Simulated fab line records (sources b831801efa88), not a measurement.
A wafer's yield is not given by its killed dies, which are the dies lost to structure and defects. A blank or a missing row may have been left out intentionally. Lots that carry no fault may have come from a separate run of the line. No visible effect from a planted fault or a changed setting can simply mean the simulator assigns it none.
fab line records + flow gf180mcu
[record]
- lots = 14
- wafers = 42
- last_day = 34
route steps=602 shown M5@536
lots that met no fault: from a run of the same line without faults
start_h: the number of hours between the record's first day and the start of the first shown wafer of the lot + wait_h: hours since the lot's step before + " unchanged from the row above + L1.1+2: several wafers, shown together as one row + - no value, or no start given + * or withheld: withheld + < > ~ a bound
route shown NAME@n: a module of which the file shows steps, and the number in the route of the first + usual: mean and standard deviation over wafers with no fault + same: alike in all rows + chamber/n: place in a boat + sites: each site's reading + _std_site: how widely they spread, as a standard deviation + _edge_site: the outer-site mean with the inner-site mean subtracted + radius_mm: how far each site lies from the wafer's centre + mask NAME#n: copy n + behind: the last tool/chamber to shape the wafer + hold: cause of the lot's hold/its duration in hours/its outcome + device: the n, p or np transistor that did not switch + end of line: the same wafers' tests at the end of the route + a step without rows: its recipe alone + killed: dies lost to structure and defects at the first sort, not the wafer's yield + map: shows each die of a wafer: x if killed, . if not, _ if none is there
set.NAME: the setting as run; set.NAME@STEP: as run at that earlier step + model.NAME: the simulator's own value behind a step, which no gauge read
the route's steps for a sample of lots (tables are steps, rows are wafers)
services: a tool's chamber out of use, with start hour (start_h, from the record's first day; less than 0 if before it), hours out, and reason
[[steps]]
[step GF_M5_METAL_ETCH_10]
[recipe]
- chemistry = Cl2/BCl3
- mask_material = KrF
- target_depth_nm = 750.8
- stop_on = SiO2
- pressure_mtorr = 8
- icp_w = 776.6
- bias_w = 140
- Cl2_flow_sccm = 80
- bcl3_flow_sccm = 40
- time_s = 125.1
[usual]
- bias_w = 140.0/0.37
- drypump_motor_current_A = 6.1/0.32
- he_backside_leak_sccm = 3.32/0.2
- oes_product_au = 0.981/0.006
- throttle_valve_pct = 28.241/0.01
| lot.wafer | tool         | chamber | start_h | wait_h | bias_w | drypump_motor_current_A | he_backside_leak_sccm | oes_product_au | rf_hours_counter_h | throttle_valve_pct |
|-----------|--------------|---------|---------|--------|--------|-------------------------|-----------------------|----------------|--------------------|--------------------|
| L562.4    | rie_metal-02 | 1       | 602.16  | 0.1    | 139.8  | 6.6                     | 3.41                  | 0.990          | -                  | 28.231             |
| L562.5    | "            | 1       | "       | "      | 139.8  | 6.6                     | 3.41                  | 0.988          | -                  | 28.230             |
| L562.6    | "            | 0       | "       | "      | 140.3  | 6.2                     | 2.93                  | 0.980          | -                  | 28.251             |
| L565.1    | rie_metal-02 | 0       | 629.71  | 0.0    | 140.2  | 6.2                     | 3.20                  | 0.978          | 7                  | 28.239             |
| L565.2    | "            | 1       | "       | "      | 140.7  | 6.6                     | 3.33                  | 0.982          | 14                 | 28.231             |
| L565.5    | "            | 1       | "       | "      | 140.2  | 6.6                     | 3.55                  | 0.989          | -                  | 28.222             |
| L566.1    | rie_metal-02 | 0       | 639.38  | 0.0    | 140.6  | 6.2                     | 3.33                  | 0.977          | 7                  | 28.239             |
| L566.4    | "            | 1       | "       | "      | 140.5  | 6.6                     | 3.44                  | 0.992          | -                  | 28.215             |
| L566.5    | "            | 0       | "       | "      | 140.1  | 6.2                     | 3.28                  | 0.980          | -                  | 28.233             |
| L569.2    | rie_metal-02 | 1       | 664.18  | 0.0    | 149.9  | 6.6                     | 3.41                  | 0.992          | 15                 | 28.224             |
| L569.5    | "            | 0       | "       | "      | 149.8  | 6.2                     | 3.26                  | 0.987          | -                  | 28.234             |
| L569.6    | "            | 1       | "       | "      | 150.3  | 6.6                     | 3.30                  | 0.989          | -                  | 28.228             |
| L570.2    | rie_metal-02 | 1       | 669.41  | 0.0    | 150.3  | 6.6                     | 3.36                  | 0.990          | 15                 | 28.231             |
| L570.3    | "            | 1       | "       | "      | 150.0  | 6.6                     | 3.48                  | 0.989          | -                  | 28.231             |
| L570.5    | "            | 0       | "       | "      | 150.1  | 6.2                     | 3.06                  | 0.992          | -                  | 28.235             |
| L576.1    | rie_metal-01 | 0       | 713.53  | 0.0    | 140.4  | 5.9                     | 3.48                  | 0.976          | 10                 | 28.246             |
| L576.2    | "            | 1       | "       | "      | 139.6  | 5.9                     | 3.51                  | 0.984          | 12                 | 28.235             |
| L576.6    | "            | 1       | "       | "      | 140.3  | 6.0                     | 3.51                  | 0.978          | -                  | 28.227             |
| L578.2    | rie_metal-01 | 0       | 726.03  | 0.0    | 140.2  | 5.9                     | 3.26                  | 0.973          | 10                 | 28.232             |
| L578.3    | "            | 1       | "       | "      | 139.7  | 6.0                     | 3.56                  | 0.982          | -                  | 28.234             |
| L578.4    | "            | 0       | "       | "      | 140.1  | 5.9                     | 3.42                  | 0.982          | -                  | 28.261             |
| L579.1    | rie_metal-04 | 1       | 729.53  | 0.0    | 140.0  | 5.7                     | 3.11                  | 0.972          | 10                 | 28.241             |
| L579.4    | "            | 0       | "       | "      | 140.0  | 5.8                     | 3.22                  | 0.981          | -                  | 28.235             |
| L579.5    | "            | 0       | "       | "      | 140.0  | 5.9                     | 3.38                  | 0.987          | -                  | 28.245             |
| L580.1    | rie_metal-04 | 1       | 733.06  | 0.0    | 139.5  | 5.7                     | 3.07                  | 0.982          | 11                 | 28.236             |
| L580.3    | "            | 1       | "       | "      | 139.9  | 5.7                     | 3.11                  | 0.965          | -                  | 28.219             |
| L580.5    | "            | 0       | "       | "      | 140.0  | 5.9                     | 3.34                  | 0.970          | -                  | 28.252             |
| L581.3    | rie_metal-04 | 1       | 741.56  | 0.1    | 139.8  | 5.7                     | 3.08                  | 0.982          | -                  | 28.253             |
| L581.4    | "            | 0       | "       | "      | 140.1  | 5.9                     | 3.23                  | 0.976          | -                  | 28.253             |
| L581.5    | "            | 1       | "       | "      | 140.0  | 5.8                     | 3.03                  | 0.976          | -                  | 28.242             |
| L582.2    | rie_metal-04 | 1       | 745.78  | 0.0    | 140.4  | 5.7                     | 3.11                  | 0.981          | 11                 | 28.235             |
| L582.5    | "            | 0       | "       | "      | 139.9  | 5.9                     | 3.26                  | 0.974          | -                  | 28.231             |
| L582.6    | "            | 1       | "       | "      | 140.3  | 5.7                     | 3.31                  | 0.980          | -                  | 28.244             |
| L583.2    | rie_metal-04 | 1       | 755.83  | 0.0    | 139.6  | 5.7                     | 2.98                  | 0.973          | 11                 | 28.246             |
| L583.4    | "            | 1       | "       | "      | 139.3  | 5.7                     | 3.11                  | 0.984          | -                  | 28.240             |
| L583.5    | "            | 1       | "       | "      | 139.5  | 5.7                     | 2.90                  | 0.981          | -                  | 28.245             |
| L584.3    | rie_metal-02 | 1       | 763.57  | 0.1    | 139.8  | 6.7                     | 3.40                  | 0.984          | -                  | 28.237             |
| L584.4    | "            | 1       | "       | "      | 140.1  | 6.6                     | 3.32                  | 0.983          | -                  | 28.220             |
| L584.6    | "            | 1       | "       | "      | 139.6  | 6.6                     | 3.48                  | 0.985          | -                  | 28.251             |
| L585.1    | rie_metal-01 | 1       | 767.06  | 0.0    | 139.4  | 6.0                     | 3.56                  | 0.995          | 15                 | 28.231             |
| L585.2    | "            | 0       | "       | "      | 139.5  | 5.9                     | 3.55                  | 0.978          | 12                 | 28.244             |
| L585.5    | "            | 1       | "       | "      | 139.8  | 6.0                     | 3.59                  | 0.981          | -                  | 28.247             |
[[services]]
| tool         | chamber | start_h | hours | kind           |
|--------------|---------|---------|-------|----------------|
| rie_metal-01 | -       | 592.51  | 2.8   | pm             |
| rie_metal-02 | -       | 617.74  | 0.5   | repair         |
| rie_metal-04 | -       | 690.45  | 14.6  | pm             |
| rie_metal-02 | 1       | 705.22  | -     | clean          |
| rie_metal-02 | 1       | 705.22  | 19.3  | scheduled_down |
| rie_metal-02 | 1       | 705.22  | 19.3  | vent_cycle     |
| rie_metal-02 | 1       | 737.82  | 5.5   | repair         |
| rie_metal-02 | 0       | 752.97  | 21.7  | repair         |
| rie_metal-01 | -       | 759.56  | 0.8   | repair         |
[[key]]
[first_sign]
- step = GF_M5_METAL_ETCH_10
- reading = bias_w
- direction = up
- sigmas = 27
- usual = 140.0
- struck = 150.1
effect none on later readings
met_at GF_M5_METAL_ETCH_10
struck_lots L569,L570
onset_between 639.38 664.18
[fault]
- kind = process_parameter_drift
- tool = rie_metal-02
- chamber = -
- onset_h = 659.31
- steps = GF_M5_METAL_ETCH_10
- channel = bias_w
- offset = 9.943
- shape = step
- end_h = 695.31
- acts_in = these_recipes_only
- stated = 140
